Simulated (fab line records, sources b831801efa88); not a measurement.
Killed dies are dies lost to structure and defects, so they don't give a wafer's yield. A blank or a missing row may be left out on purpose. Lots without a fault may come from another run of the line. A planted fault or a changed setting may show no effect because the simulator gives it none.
Chamber matching | flow sky130 | SKY_LI_CONTACT_CMP_02 on cmp-02: 4 sister chambers
The step polishes PSG. 15 wafers are shown with their chamber, then 7 later ones without.

WAFERS WITH THEIR CHAMBER
wafer  | chamber | motor_current_A (A) | time_to_endpoint_s (s)
L853.2 | 2       | 11.9                | 32.1
L853.3 | 0       | 12.5                | 29.7
L853.6 | 2       | 11.7                | 33.6
L854.1 | 0       | 12.2                | 31.7
L854.2 | 3       | 12.7                | 32.5
L854.6 | 3       | 13.0                | 35.4
L861.1 | 1       | 10.1                | 32.0
L861.2 | 2       | 12.1                | 33.1
L861.6 | 1       | 9.6                 | 33.2
L862.2 | 1       | 9.1                 | 27.8
L862.3 | 2       | 12.3                | 31.1
L862.6 | 2       | 11.4                | 29.4
L866.2 | 3       | 12.3                | 24.4
L866.3 | 1       | 10.1                | 32.8
L865.1 | 3       | 12.3                | 33.8

SIGNATURES (means of the wafers above)
reading            | chamber 0 | chamber 1 | chamber 2 | chamber 3 | scatter within a chamber
motor_current_A    | 12.350    | 9.725     | 11.880    | 12.575    | 0.378
time_to_endpoint_s | 30.700    | 31.450    | 31.860    | 31.525    | 3.07
Rule: a wafer's distance from a chamber is the root of the sum, over the readings, of the square of ((its reading less the chamber's mean) divided by the reading's scatter). The wafer belongs to the nearest chamber; if the next one is less than 2 further off, it can't be placed. The scatter: the root of (the sum of the squares of (reading less its chamber's mean) over the shown wafers, divided by (wafers less chambers)).

WAFERS WITHOUT THEIR CHAMBER
wafer  | motor_current_A (A) | time_to_endpoint_s (s)
L865.2 | 12.4                | 29.6
L865.3 | 10.0                | 28.2
L869.1 | 12.6                | 30.5
L869.2 | 12.2                | 25.1
L876.2 | 11.7                | 30.6
L876.3 | 13.1                | 31.0
L876.5 | 12.1                | 33.7

WHICH CHAMBER EACH WENT THROUGH
wafer  | from the rows above          | in truth
L865.2 | can't be placed: 0 or 3 or 2 | 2
L865.3 | 1                            | 1
L869.1 | can't be placed: 3 or 0 or 2 | 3
L869.2 | can't be placed: 0 or 3 or 2 | 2
L876.2 | can't be placed: 2 or 0 or 3 | 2
L876.3 | can't be placed: 3 or 0 or 2 | 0
L876.5 | can't be placed: 2 or 0 or 3 | 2
Placed correctly: 1 of 7. Can't be placed from these rows: 6 (the true chamber is among the candidates in 6). Placed wrongly: 0.
